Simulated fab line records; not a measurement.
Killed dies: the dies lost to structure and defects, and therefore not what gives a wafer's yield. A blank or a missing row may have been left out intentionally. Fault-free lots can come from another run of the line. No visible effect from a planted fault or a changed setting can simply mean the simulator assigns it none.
Matching of chambers / flow sky130 / SKY_VIA4_HDPCVD_00 on hdpcvd-02: 3 sister chambers
The step deposits SiO2, target thk 1750 nm, time 291.7 s. 14 wafers are shown with their chamber, then 6 later ones without.

## WAFERS PAIRED WITH THEIR CHAMBERS
wafer=L382.1; chamber=1; sih4-flow-sccm (sccm)=60.13; pressure-mtorr (mTorr)=6.007
wafer=L382.2; chamber=2; sih4-flow-sccm (sccm)=60.13; pressure-mtorr (mTorr)=6.025
wafer=L382.4; chamber=1; sih4-flow-sccm (sccm)=60.11; pressure-mtorr (mTorr)=6.004
wafer=L385.1; chamber=1; sih4-flow-sccm (sccm)=59.84; pressure-mtorr (mTorr)=5.992
wafer=L385.3; chamber=2; sih4-flow-sccm (sccm)=60.06; pressure-mtorr (mTorr)=5.993
wafer=L385.4; chamber=2; sih4-flow-sccm (sccm)=60.30; pressure-mtorr (mTorr)=6.008
wafer=L386.1; chamber=1; sih4-flow-sccm (sccm)=60.13; pressure-mtorr (mTorr)=6.010
wafer=L386.2; chamber=2; sih4-flow-sccm (sccm)=60.07; pressure-mtorr (mTorr)=5.983
wafer=L386.3; chamber=0; sih4-flow-sccm (sccm)=59.96; pressure-mtorr (mTorr)=6.008
wafer=L389.2; chamber=2; sih4-flow-sccm (sccm)=60.10; pressure-mtorr (mTorr)=5.998
wafer=L389.5; chamber=2; sih4-flow-sccm (sccm)=60.17; pressure-mtorr (mTorr)=5.986
wafer=L389.6; chamber=0; sih4-flow-sccm (sccm)=60.18; pressure-mtorr (mTorr)=6.004
wafer=L391.2; chamber=1; sih4-flow-sccm (sccm)=59.81; pressure-mtorr (mTorr)=6.005
wafer=L391.3; chamber=0; sih4-flow-sccm (sccm)=60.01; pressure-mtorr (mTorr)=5.985

SIGNATURES (means of the wafers above)
reading=sih4-flow-sccm; chamber 0=60.0500; chamber 1=60.0040; chamber 2=60.1383; scatter within a chamber=0.126
reading=pressure-mtorr; chamber 0=5.99900; chamber 1=6.00360; chamber 2=5.99883; scatter within a chamber=0.0125
Rule: for each reading, subtract the chamber's mean from the wafer's reading, divide by that reading's scatter and square the result; add these up over the readings and take the root, which gives the wafer's distance from the chamber. The wafer belongs to the nearest chamber; if the next one is less than 2 further off, it can't be placed. The scatter: take each reading less its chamber's mean, square it, sum over the shown wafers, divide by the number of wafers less the number of chambers, and take the root.

## WAFERS WITHOUT THEIR CHAMBER
wafer=L391.6; sih4-flow-sccm (sccm)=60.23; pressure-mtorr (mTorr)=5.979
wafer=L390.1; sih4-flow-sccm (sccm)=60.15; pressure-mtorr (mTorr)=6.007
wafer=L390.2; sih4-flow-sccm (sccm)=59.94; pressure-mtorr (mTorr)=6.001
wafer=L390.4; sih4-flow-sccm (sccm)=60.13; pressure-mtorr (mTorr)=6.008
wafer=L396.1; sih4-flow-sccm (sccm)=60.19; pressure-mtorr (mTorr)=5.989
wafer=L396.4; sih4-flow-sccm (sccm)=59.98; pressure-mtorr (mTorr)=6.004

## THE CHAMBER EACH PASSED THROUGH
wafer=L391.6; from the rows above=can't be placed: 2 or 0 or 1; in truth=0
wafer=L390.1; from the rows above=can't be placed: 2 or 0 or 1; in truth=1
wafer=L390.2; from the rows above=can't be placed: 1 or 0 or 2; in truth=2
wafer=L390.4; from the rows above=can't be placed: 2 or 0 or 1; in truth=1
wafer=L396.1; from the rows above=can't be placed: 2 or 0 or 1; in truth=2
wafer=L396.4; from the rows above=can't be placed: 1 or 0 or 2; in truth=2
Correctly placed: 0 of 6. Not placeable from these rows: 6 (in 6, the candidates include the true chamber). 0 placed wrongly.
